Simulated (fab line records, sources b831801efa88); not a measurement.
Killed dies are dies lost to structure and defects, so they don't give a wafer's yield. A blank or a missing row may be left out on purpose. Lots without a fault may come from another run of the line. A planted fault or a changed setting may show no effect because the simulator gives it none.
Which tool did it? | flow sky130 | 6 lots, 18 wafers sampled, at 3 steps of a route of 708

WHAT THE GAUGES READ, wafer by wafer
SKY_VIA4_THK_MEAS_01.
lot  | measured     | on            | VIA4_HDPCVD_THK (nm)
L372 | day 42 13:35 | film_metro-03 | 1764 1759 1765
L373 | day 42 17:47 | film_metro-03 | 1765 1768 1742
L379 | day 44 16:03 | film_metro-03 | 1737 1750 1747
L386 | day 46 04:43 | film_metro-03 | 1728 1728 1753
L389 | day 46 22:40 | film_metro-03 | 1781 1767 1765
L391 | day 47 11:55 | film_metro-03 | 1734 1717 1723

WHICH TOOL RAN EACH LOT (tool, then ch and the chambers of the sampled wafers, then the start)
lot  | SKY_CONTACT_CMP_27            | SKY_METAL4_STRIP_19
L372 | cmp-02 ch 0,2,3, day 32 13:37 | plasma_asher-04 ch 0,1, day 42 12:49
L373 | cmp-01 ch 2,3, day 32 18:35   | plasma_asher-04 ch 0,1, day 42 16:59
L379 | cmp-01 ch 0,1,2, day 34 23:54 | plasma_asher-03 ch 0,1, day 44 15:17
L386 | cmp-02 ch 1,2, day 36 20:18   | plasma_asher-03 ch 0,1, day 46 03:56
L389 | cmp-02 ch 0,1,2, day 37 18:34 | plasma_asher-03 ch 0,1, day 46 21:51
L391 | cmp-01 ch 2,3, day 38 10:38   | plasma_asher-04 ch 0,1, day 47 11:04
- SKY_CONTACT_CMP_27: polishes, stops on SiO2, t overpolish 15 s, target thk 0 nm.
- SKY_METAL4_STRIP_19: strips in O2/N2.

THE ANSWER, worked out from the rows above alone
Rule: what is usual is taken from the lots themselves. Put in order of their means at a reading, lots are off if they are a third of the lots or fewer, leave a main group of 4 or more, and stand apart from it by a gap of 3 or more times the standard deviation of the main group's means; of several such gaps the widest counts. A main group whose means are all the same, to the digits that the tables above print for the reading, isn't used. A lot without any number at a reading at which 4 lots or more have one is off too. The other lots that the step has rows for count as sound.
No lot is off at any reading shown: from this, nothing can be told.

WHAT THE SIMULATOR HAD PUT IN
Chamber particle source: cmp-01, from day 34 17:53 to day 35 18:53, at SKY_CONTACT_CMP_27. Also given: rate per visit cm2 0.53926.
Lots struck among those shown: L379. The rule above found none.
